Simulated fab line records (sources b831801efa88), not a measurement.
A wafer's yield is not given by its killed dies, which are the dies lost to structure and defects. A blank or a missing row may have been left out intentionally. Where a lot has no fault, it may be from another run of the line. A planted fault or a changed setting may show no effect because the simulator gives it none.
Which tool did it? | flow sky130 | Sampling: 13 lots, 39 wafers, 5 of 708 route steps

## WHAT EACH GAUGE READ, for each wafer
SKY_LI_CONTACT_THK_MEAS_23: measures by xrf. Usual: LI_CONTACT_W_THK 406 nm, standard deviation 5.7.
lot  | measured     | on           | LI_CONTACT_W_THK (nm) | flag
L476 | day 28 23:34 | filmMetro-04 | 404 405 404           | 
L477 | day 29 06:19 | filmMetro-04 | 405 409 405           | 
L480 | day 30 14:56 | filmMetro-02 | 398 395 395           | 
L481 | day 30 19:05 | filmMetro-01 | 405 405 411           | 
L482 | day 31 12:02 | filmMetro-04 | 412 412 411           | 
L483 | day 31 23:43 | filmMetro-04 | 412 405 410           | 
L484 | day 32 01:29 | filmMetro-04 | 418 416 419           | 
L485 | day 32 08:59 | filmMetro-01 | 416 412 403           | 
L490 | day 33 17:53 | filmMetro-01 | 410 404 405           | 
L495 | day 35 06:01 | filmMetro-04 | 406 407 414           | 
L496 | day 35 14:28 | filmMetro-02 | 396 401 395           | 
L497 | day 35 19:53 | filmMetro-01 | 414 410 412           | 
L499 | day 36 06:34 | filmMetro-02 | 401 405 401           | 

SKY_LOCAL_INTERCONNECT_THK_MEAS_02: measures by xrf. Usual: LOCAL_INTERCONNECT_TIN_THK 103.2 nm, standard deviation 1.
lot  | measured     | on           | LOCAL_INTERCONNECT_TIN_THK (nm) | flag
L476 | day 29 00:06 | filmMetro-04 | 102.1 101.8 101.8               | 
L477 | day 29 06:51 | filmMetro-03 | 102.1 103.0 102.2               | 
L480 | day 30 15:29 | filmMetro-03 | 102.7 102.9 102.7               | 
L481 | day 30 19:37 | filmMetro-01 | 103.4 102.8 102.6               | 
L482 | day 31 12:34 | filmMetro-03 | 102.8 102.3 102.9               | 
L483 | day 32 00:15 | filmMetro-04 | 103.1 103.7 103.1               | 
L484 | day 32 02:05 | filmMetro-03 | 104.9 105.6 106.0               | 
L485 | day 32 09:33 | filmMetro-01 | 102.7 102.1 102.8               | 
L490 | day 33 18:25 | filmMetro-01 | 103.1 103.5 103.9               | 
L495 | day 35 06:34 | filmMetro-04 | 103.3 103.5 103.7               | 
L496 | day 35 15:00 | filmMetro-01 | 101.1 102.2 102.1               | 
L497 | day 35 20:26 | filmMetro-03 | 102.1 103.1 102.3               | 
L499 | day 36 07:06 | filmMetro-04 | 103.6 103.4 104.2               | 

SKY_CONTACT_THK_MEAS_03. Usual: CONTACT_HDPCVD_THK 567 nm, standard deviation 4.8.
lot  | measured     | on           | CONTACT_HDPCVD_THK (nm) | flag
L476 | day 30 04:46 | filmMetro-04 | 575 566 563             | 
L477 | day 30 11:56 | filmMetro-04 | 565 566 567             | 
L480 | day 31 20:40 | filmMetro-03 | 561 561 560             | 
L481 | day 32 00:15 | filmMetro-02 | 568 563 568             | 
L482 | day 32 17:21 | filmMetro-04 | 566 568 565             | 
L483 | day 33 03:41 | filmMetro-02 | 566 565 560             | 
L484 | day 33 06:13 | filmMetro-02 | 578 574 570             | 
L485 | day 33 13:01 | filmMetro-02 | 571 567 570             | 
L490 | day 34 21:12 | filmMetro-04 | 450 575 443             | OFF
L495 | day 36 10:12 | filmMetro-03 | 576 574 572             | 
L496 | day 36 18:19 | filmMetro-04 | 567 566 572             | 
L497 | day 36 22:27 | filmMetro-02 | 567 571 568             | 
L499 | day 37 09:41 | filmMetro-04 | 564 570 561             | 

## EACH LOT AND THE TOOL THAT RAN IT (in order: tool; ch and the chambers of the sampled wafers; start)
lot  | SKY_LI_CONTACT_ETCH_15            | SKY_CONTACT_HDPCVD_02
L476 | rieDiel-01 ch 0,2, day 28 22:48   | hdpcvd-01 ch 0,1,2, day 30 04:41
L477 | rieDiel-03 ch 0,1, day 29 05:32   | hdpcvd-01 ch 1,2, day 30 11:52
L480 | rieDiel-04 ch 0,2,3, day 30 14:10 | hdpcvd-02 ch 1,2, day 31 20:35
L481 | rieDiel-01 ch 0,1, day 30 18:18   | hdpcvd-02 ch 1,2, day 32 00:11
L482 | rieDiel-01 ch 0,1, day 31 11:15   | hdpcvd-02 ch 0,1, day 32 17:16
L483 | rieDiel-01 ch 0,2, day 31 22:57   | hdpcvd-02 ch 0,1,2, day 33 03:37
L484 | rieDiel-03 ch 0,1,3, day 32 00:41 | hdpcvd-01 ch 0,1,2, day 33 06:07
L485 | rieDiel-03 ch 0,2, day 32 08:12   | hdpcvd-01 ch 0,1,2, day 33 12:57
L490 | rieDiel-04 ch 0,2, day 33 17:05   | hdpcvd-01 ch 0,1, day 34 21:07
L495 | rieDiel-03 ch 0,1,3, day 35 05:14 | hdpcvd-02 ch 1,2, day 36 10:07
L496 | rieDiel-01 ch 0,2,3, day 35 13:41 | hdpcvd-02 ch 0,1,2, day 36 18:15
L497 | rieDiel-01 ch 0,2,3, day 35 19:07 | hdpcvd-02 ch 1,2, day 36 22:23
L499 | rieDiel-04 ch 1,3, day 36 05:47   | hdpcvd-02 ch 0,1,2, day 37 09:37
- SKY_LI_CONTACT_ETCH_15: etches PSG in C4F8/O2/Ar, stops on Si, target depth 600 nm.
- SKY_CONTACT_HDPCVD_02: deposits SiO2, target thk 565 nm, time 94.2 s.

## AS READ BY THE TOOLS THEMSELVES (means over the sampled wafers that have a number; for cases with no such wafer, the mark the record gives instead)
SKY_LI_CONTACT_ETCH_15. Usual: 0.848 a.u. for oesProductAu, sd 0.0047.
lot  | tool       | oesProductAu (a.u.) | flag
L476 | rieDiel-01 | 0.850               | 
L477 | rieDiel-03 | 0.844               | 
L480 | rieDiel-04 | 0.851               | 
L481 | rieDiel-01 | 0.844               | 
L482 | rieDiel-01 | 0.851               | 
L483 | rieDiel-01 | 0.848               | 
L484 | rieDiel-03 | 0.845               | 
L485 | rieDiel-03 | 0.848               | 
L490 | rieDiel-04 | 0.849               | 
L495 | rieDiel-03 | 0.852               | 
L496 | rieDiel-01 | 0.851               | 
L497 | rieDiel-01 | 0.846               | 
L499 | rieDiel-04 | 0.853               | 

## THE ANSWER, worked out from the rows above alone
Rule: a lot is off if the mean of its wafers that have a number lies more than 3 standard deviations from the usual mean. A lot without any number at a reading at which 4 lots or more have one is off too. The other lots that the step has rows for count as sound. First the gauges in route order, then the tools' own readings, where a lot's mean is used as printed above. At the first step where some lot is off, the reading lying furthest off is the one used; lots without a number count as furthest.
Off: L490, seen at SKY_CONTACT_THK_MEAS_03 (CONTACT_HDPCVD_THK).
If a tool, at a process step before that reading, ran all the lots that are off and no sound lot after the first of them, it fits. Those tools and the gauges at SKY_CONTACT_THK_MEAS_03 are tried in the same way. One fits: SKY_CONTACT_HDPCVD_02 on hdpcvd-01. A fault onset in the window from L485 (day 33 12:57, its last sound lot) to L490 (day 34 21:07, its first lot off) fits.

## WHAT THE SIMULATOR HAD PUT IN
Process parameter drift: hdpcvd-01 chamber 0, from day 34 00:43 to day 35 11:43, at SKY_CONTACT_HDPCVD_02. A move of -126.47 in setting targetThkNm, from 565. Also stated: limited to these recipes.
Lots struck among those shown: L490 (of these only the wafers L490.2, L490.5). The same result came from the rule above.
